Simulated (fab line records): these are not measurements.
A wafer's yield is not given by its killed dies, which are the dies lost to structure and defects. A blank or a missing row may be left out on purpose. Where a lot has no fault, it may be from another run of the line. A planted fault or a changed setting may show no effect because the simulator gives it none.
Which of the tools did it? / flow gf180mcu / Sampling: 24 lots, 72 wafers, 3 of 602 route steps

## WHAT EACH GAUGE READ, for each wafer
GF_M3_CD_MEAS_14: the cd target is 280 nm.
lot=L074; measured=day 21 16:39; on=cd_sem-01; cd_nm (nm)=282.3 281.6 281.0
lot=L075; measured=day 22 02:10; on=cd_sem-01; cd_nm (nm)=279.6 279.6 279.0
lot=L076; measured=day 22 10:42; on=cd_sem-02; cd_nm (nm)=280.9 279.9 280.0
lot=L077; measured=day 22 11:56; on=cd_sem-02; cd_nm (nm)=282.5 281.0 282.4
lot=L078; measured=day 23 04:44; on=cd_sem-01; cd_nm (nm)=280.2 281.9 282.1
lot=L079; measured=day 23 08:34; on=cd_sem-02; cd_nm (nm)=281.2 280.7 281.1
lot=L080; measured=day 23 20:26; on=cd_sem-01; cd_nm (nm)=280.8 280.2 280.1
lot=L081; measured=day 24 03:24; on=cd_sem-02; cd_nm (nm)=281.9 280.1 280.3
lot=L082; measured=day 24 08:56; on=cd_sem-01; cd_nm (nm)=280.7 280.5 281.1
lot=L083; measured=day 24 12:08; on=cd_sem-01; cd_nm (nm)=279.8 278.8 280.3
lot=L084; measured=day 25 01:49; on=cd_sem-01; cd_nm (nm)=281.0 281.8 281.9
lot=L085; measured=day 25 05:33; on=cd_sem-02; cd_nm (nm)=279.7 279.5 280.7
lot=L086; measured=day 25 15:21; on=cd_sem-01; cd_nm (nm)=279.5 279.6 279.3
lot=L087; measured=day 25 22:25; on=cd_sem-02; cd_nm (nm)=279.5 279.9 279.7
lot=L088; measured=day 26 08:12; on=cd_sem-01; cd_nm (nm)=283.5 282.7 282.8
lot=L089; measured=day 26 19:49; on=cd_sem-01; cd_nm (nm)=279.0 278.8 279.0
lot=L090; measured=day 27 02:17; on=cd_sem-02; cd_nm (nm)=282.9 281.3 280.5
lot=L091; measured=day 27 06:50; on=cd_sem-01; cd_nm (nm)=279.6 279.9 279.9
lot=L092; measured=day 27 12:57; on=cd_sem-01; cd_nm (nm)=280.2 279.1 280.2
lot=L093; measured=day 27 22:58; on=cd_sem-02; cd_nm (nm)=280.7 279.4 281.1
lot=L094; measured=day 28 00:57; on=cd_sem-02; cd_nm (nm)=281.2 281.4 283.1
lot=L095; measured=day 28 06:17; on=cd_sem-02; cd_nm (nm)=280.5 280.0 280.4
lot=L096; measured=day 29 00:43; on=cd_sem-01; cd_nm (nm)=278.8 279.2 279.5
lot=L097; measured=day 29 02:38; on=cd_sem-02; cd_nm (nm)=280.9 281.4 281.0

GF_M3_OVL_MEAS_15.
lot=L074; measured=day 21 16:46; on=overlay-01; M3_OVL (nm)=6 -1 -1
lot=L075; measured=day 22 02:16; on=overlay-02; M3_OVL (nm)=-1 4 3
lot=L076; measured=day 22 10:49; on=overlay-01; M3_OVL (nm)=2 4 -6
lot=L077; measured=day 22 12:03; on=overlay-01; M3_OVL (nm)=-5 -1 -2
lot=L078; measured=day 23 04:50; on=overlay-02; M3_OVL (nm)=4 0 1
lot=L079; measured=day 23 08:41; on=overlay-02; M3_OVL (nm)=0 8 11
lot=L080; measured=day 23 20:32; on=overlay-01; M3_OVL (nm)=2 1 12
lot=L081; measured=day 24 03:30; on=overlay-01; M3_OVL (nm)=11 1 8
lot=L082; measured=day 24 09:03; on=overlay-02; M3_OVL (nm)=0 -2 1
lot=L083; measured=day 24 12:13; on=overlay-01; M3_OVL (nm)=7 2 5
lot=L084; measured=day 25 01:56; on=overlay-02; M3_OVL (nm)=-1 -4 2
lot=L085; measured=day 25 05:40; on=overlay-01; M3_OVL (nm)=3 0 3
lot=L086; measured=day 25 15:28; on=overlay-01; M3_OVL (nm)=8 9 -12
lot=L087; measured=day 25 22:32; on=overlay-01; M3_OVL (nm)=-13 -15 -12
lot=L088; measured=day 26 08:19; on=overlay-02; M3_OVL (nm)=-8 0 6
lot=L089; measured=day 26 19:56; on=overlay-02; M3_OVL (nm)=1 1 -1
lot=L090; measured=day 27 02:24; on=overlay-01; M3_OVL (nm)=-1 4 3
lot=L091; measured=day 27 06:56; on=overlay-01; M3_OVL (nm)=1 -11 -5
lot=L092; measured=day 27 13:04; on=overlay-01; M3_OVL (nm)=-3 -4 3
lot=L093; measured=day 27 23:04; on=overlay-02; M3_OVL (nm)=1 0 7
lot=L094; measured=day 28 01:04; on=overlay-02; M3_OVL (nm)=4 6 -1
lot=L095; measured=day 28 06:24; on=overlay-01; M3_OVL (nm)=11 -2 5
lot=L096; measured=day 29 00:50; on=overlay-02; M3_OVL (nm)=-12 -19 -8
lot=L097; measured=day 29 02:45; on=overlay-02; M3_OVL (nm)=2 -7 1

## TOOL THAT RAN EACH LOT (tool first, then ch and the chambers of the sampled wafers, then the start)
lot=L074; GF_M3_SPUTTER_00=pvd_sputter-02, day 20 16:40
lot=L075; GF_M3_SPUTTER_00=pvd_sputter-01, day 21 01:29
lot=L076; GF_M3_SPUTTER_00=pvd_sputter-01, day 21 10:55
lot=L077; GF_M3_SPUTTER_00=pvd_sputter-01, day 21 12:28
lot=L078; GF_M3_SPUTTER_00=pvd_sputter-01, day 22 05:28
lot=L079; GF_M3_SPUTTER_00=pvd_sputter-01, day 22 09:47
lot=L080; GF_M3_SPUTTER_00=pvd_sputter-02, day 22 21:41
lot=L081; GF_M3_SPUTTER_00=pvd_sputter-03, day 23 05:14
lot=L082; GF_M3_SPUTTER_00=pvd_sputter-02, day 23 10:41
lot=L083; GF_M3_SPUTTER_00=pvd_sputter-01, day 23 13:37
lot=L084; GF_M3_SPUTTER_00=pvd_sputter-02, day 24 03:14
lot=L085; GF_M3_SPUTTER_00=pvd_sputter-03, day 24 07:40
lot=L086; GF_M3_SPUTTER_00=pvd_sputter-02, day 24 17:42
lot=L087; GF_M3_SPUTTER_00=pvd_sputter-03, day 25 01:17
lot=L088; GF_M3_SPUTTER_00=pvd_sputter-02, day 25 10:59
lot=L089; GF_M3_SPUTTER_00=pvd_sputter-02, day 25 22:40
lot=L090; GF_M3_SPUTTER_00=pvd_sputter-02, day 26 05:23
lot=L091; GF_M3_SPUTTER_00=pvd_sputter-02, day 26 10:05
lot=L092; GF_M3_SPUTTER_00=pvd_sputter-03, day 26 15:58
lot=L093; GF_M3_SPUTTER_00=pvd_sputter-01, day 27 02:31
lot=L094; GF_M3_SPUTTER_00=pvd_sputter-01, day 27 04:27
lot=L095; GF_M3_SPUTTER_00=pvd_sputter-02, day 27 10:17
lot=L096; GF_M3_SPUTTER_00=pvd_sputter-01, day 28 04:50
lot=L097; GF_M3_SPUTTER_00=pvd_sputter-03, day 28 06:46
- GF_M3_SPUTTER_00: material Ti, target thk 37.5 nm, time 150 s.

## WHAT THE TOOLS THEMSELVES READ (means of the sampled wafers that have a number; where no wafer has one, the mark that the record gives instead)
GF_M3_SPUTTER_00.
lot=L074; tool=pvd_sputter-02; throttle_valve_pct (%)=30.4
lot=L075; tool=pvd_sputter-01; throttle_valve_pct (%)=30.2
lot=L076; tool=pvd_sputter-01; throttle_valve_pct (%)=30.1
lot=L077; tool=pvd_sputter-01; throttle_valve_pct (%)=30.3
lot=L078; tool=pvd_sputter-01; throttle_valve_pct (%)=29.7
lot=L079; tool=pvd_sputter-01; throttle_valve_pct (%)=30.4
lot=L080; tool=pvd_sputter-02; throttle_valve_pct (%)=30.0
lot=L081; tool=pvd_sputter-03; throttle_valve_pct (%)=31.0
lot=L082; tool=pvd_sputter-02; throttle_valve_pct (%)=30.5
lot=L083; tool=pvd_sputter-01; throttle_valve_pct (%)=30.3
lot=L084; tool=pvd_sputter-02; throttle_valve_pct (%)=30.3
lot=L085; tool=pvd_sputter-03; throttle_valve_pct (%)=30.1
lot=L086; tool=pvd_sputter-02; throttle_valve_pct (%)=29.8
lot=L087; tool=pvd_sputter-03; throttle_valve_pct (%)=30.8
lot=L088; tool=pvd_sputter-02; throttle_valve_pct (%)=30.2
lot=L089; tool=pvd_sputter-02; throttle_valve_pct (%)=30.0
lot=L090; tool=pvd_sputter-02; throttle_valve_pct (%)=29.8
lot=L091; tool=pvd_sputter-02; throttle_valve_pct (%)=30.4
lot=L092; tool=pvd_sputter-03; throttle_valve_pct (%)=30.5
lot=L093; tool=pvd_sputter-01; throttle_valve_pct (%)=29.8
lot=L094; tool=pvd_sputter-01; throttle_valve_pct (%)=30.5
lot=L095; tool=pvd_sputter-02; throttle_valve_pct (%)=29.9
lot=L096; tool=pvd_sputter-01; throttle_valve_pct (%)=30.4
lot=L097; tool=pvd_sputter-03; throttle_valve_pct (%)=29.9

## THE ANSWER, worked out from the rows above alone
Rule: the lots themselves supply what counts as usual. Put in order of their means at a reading, lots are off if they are a third of the lots or fewer, leave a main group of 4 or more, and stand apart from it by a gap of 3 or more times the standard deviation of the main group's means; of several such gaps the widest counts. Not used: any main group whose means are identical at the precision the tables above print for the reading. A lot without any number at a reading at which 4 lots or more have one is off too. The other lots that the step has rows for count as sound. After the gauges, taken in route order, come the tools' own readings; for these a lot's mean is taken, as printed above. At the first step where some lot is off, the reading lying furthest off is the one used; lots without a number count as furthest.
Nothing can be told from this: no lot is off at any reading shown.

## WHAT WAS PUT IN BY THE SIMULATOR
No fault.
